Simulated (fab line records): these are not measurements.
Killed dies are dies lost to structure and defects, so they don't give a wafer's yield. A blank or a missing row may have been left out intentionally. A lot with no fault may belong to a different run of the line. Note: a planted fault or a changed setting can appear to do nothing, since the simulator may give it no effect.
The tool behind it: which one? -- flow gf180mcu -- 12 lots (36 wafers sampled), 1 step of a 602-step route

WHAT EACH GAUGE READ, for each wafer
GF_M1_CD_MEAS_14 targets a cd of 230 nm.
lot,measured,on,cd_nm (nm)
L402,day 17 05:34,cd_sem-02,228.9 229.0 229.6
L403,day 18 01:38,cd_sem-01,228.4 228.8 229.1
L404,day 18 11:08,cd_sem-01,230.4 228.7 230.8
L405,day 18 15:31,cd_sem-02,231.2 230.1 231.2
L407,day 19 12:53,cd_sem-02,227.2 228.4 227.2
L409,day 20 02:10,cd_sem-01,228.0 228.2 227.7
L408,day 20 04:38,cd_sem-02,230.4 229.8 229.9
L410,day 20 07:29,cd_sem-01,229.7 230.1 229.8
L411,day 21 01:21,cd_sem-01,226.7 227.9 226.9
L413,day 21 17:47,cd_sem-02,230.6 229.5 230.8
L416,day 22 19:24,cd_sem-02,232.2 232.0 231.8
L418,day 23 05:29,cd_sem-01,230.6 227.8 230.1

WHICH TOOL RAN EACH LOT (tool, then ch and the chambers of the sampled wafers, then the start)
Before these readings, the record contains no process step.

AS READ BY THE TOOLS THEMSELVES (means over the sampled wafers that have a number; for cases with no such wafer, the mark the record gives instead)
The record holds no such reading with a usual standard deviation.

THE ANSWER, worked out from the rows above alone
Rule: what is usual is taken from the lots themselves. The widest of any qualifying gaps counts: lots, ordered by their means at a reading, are off when they make up no more than a third of the lots, leave a main group of 4 or more, and stand apart from it by 3 or more times the standard deviation of that group's means. Not used: any main group whose means are identical at the precision the tables above print for the reading. Also off: a lot with no number at a reading for which 4 or more lots have one. Where the step has rows for the other lots, those lots are counted as sound. After the gauges, taken in route order, come the tools' own readings; for these a lot's mean is taken, as printed above. At the first step where some lot is off, the reading lying furthest off is the one used; lots without a number count as furthest.
No lot is off at any reading shown: from this, nothing can be told.

WHAT HAD BEEN PUT IN BY THE SIMULATOR
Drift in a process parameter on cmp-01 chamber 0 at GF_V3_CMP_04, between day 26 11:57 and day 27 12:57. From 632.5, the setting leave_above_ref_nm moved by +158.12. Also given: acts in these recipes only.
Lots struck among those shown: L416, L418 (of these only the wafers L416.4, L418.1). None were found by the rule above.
